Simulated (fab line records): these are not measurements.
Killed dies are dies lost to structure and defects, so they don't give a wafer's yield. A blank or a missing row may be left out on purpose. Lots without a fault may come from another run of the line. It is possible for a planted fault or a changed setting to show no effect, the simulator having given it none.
8D (eight disciplines) problem report, filled in by code ; flow sky130 ; the parts of the form that need people (team, actions taken, sign-off) are left out

1. THE ISSUE
run length s at SKY_FIELD_ISO_WET_ETCH_18 reads a mean of 139 s on 3 wafers of 1 lot; wafers without a fault read 314 s with a standard deviation of 3.4. That puts it -51 standard deviations away from the usual mean.
The step: etches Si3N4 in H3PO4, target depth 25 nm, time 286 s.
The first sign was on wafer L932.2 at day 4 04:10, on wet bench-04. At this step, 36 wafers from 12 lots have a number in the record. The rule behind "out" and "out of limits": a value lying over 4 standard deviations away from the usual mean. All remaining wafers that have a number are taken as sound.

2. WHAT IT IS, WHAT IT ISN'T
question;is;is not
which readings at this step;run length s;temp c
which lots;L932;L923, L924, L936, L938, L939, L940, L941, L943, L944, L945, L946
which wafers of those lots;all that have a number;-
read on which tools;wet bench-04;wet bench-01, wet bench-02
when;from day 4 04:10;"up to then (6 sound wafers); but 27 sound wafers of L936, L938, L939, L940, L941, L943, L944, L945, L946 came after"

3. SUSPECTS, AND WHAT RULES EACH OUT
Counting: any tool at a process step up to the reading is kept as a suspect provided that every lot that is out went through it and no sound lot did after the first of them.
- wet bench-04 at SKY_FIELD_ISO_WET_ETCH_18 (etches Si3N4 in H3PO4, target depth 25 nm, time 286 s): ruled out as a lasting fault. The sound lots L943, L945 went through it after L932, its earliest lot that is out (day 4 04:10).
Left after counting: nothing in the record.

4. THE CAUSE (what the simulator had put in)
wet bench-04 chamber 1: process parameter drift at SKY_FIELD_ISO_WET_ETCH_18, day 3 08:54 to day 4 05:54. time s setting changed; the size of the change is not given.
Counting ruled it out, wrongly.

5. THE EFFECT CHAIN, in route order
Each row: a reading whose mean over the struck wafers that have a number lies more than 3 standard deviations from the usual. Readings are gone through only where the record gives a usual standard deviation; hours: the median, over the lots, of the time from a lot's start at the first step in this table giving one to that lot's start at this step; sigmas: the change measured in usual standard deviations.
hours;step;reading;usual;on struck wafers;change;sigmas
0;SKY_FIELD_ISO_WET_ETCH_18;run length s;314 s;139;-175;-51
Process steps it contains:
- SKY_FIELD_ISO_WET_ETCH_18: etches Si3N4 in H3PO4, target depth 25 nm, time 286 s.

6. HOW IT WOULD HAVE BEEN CAUGHT EARLIER
The fault began at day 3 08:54; the first out-of-limits reading in this record came at day 4 04:10, 19 hours later.
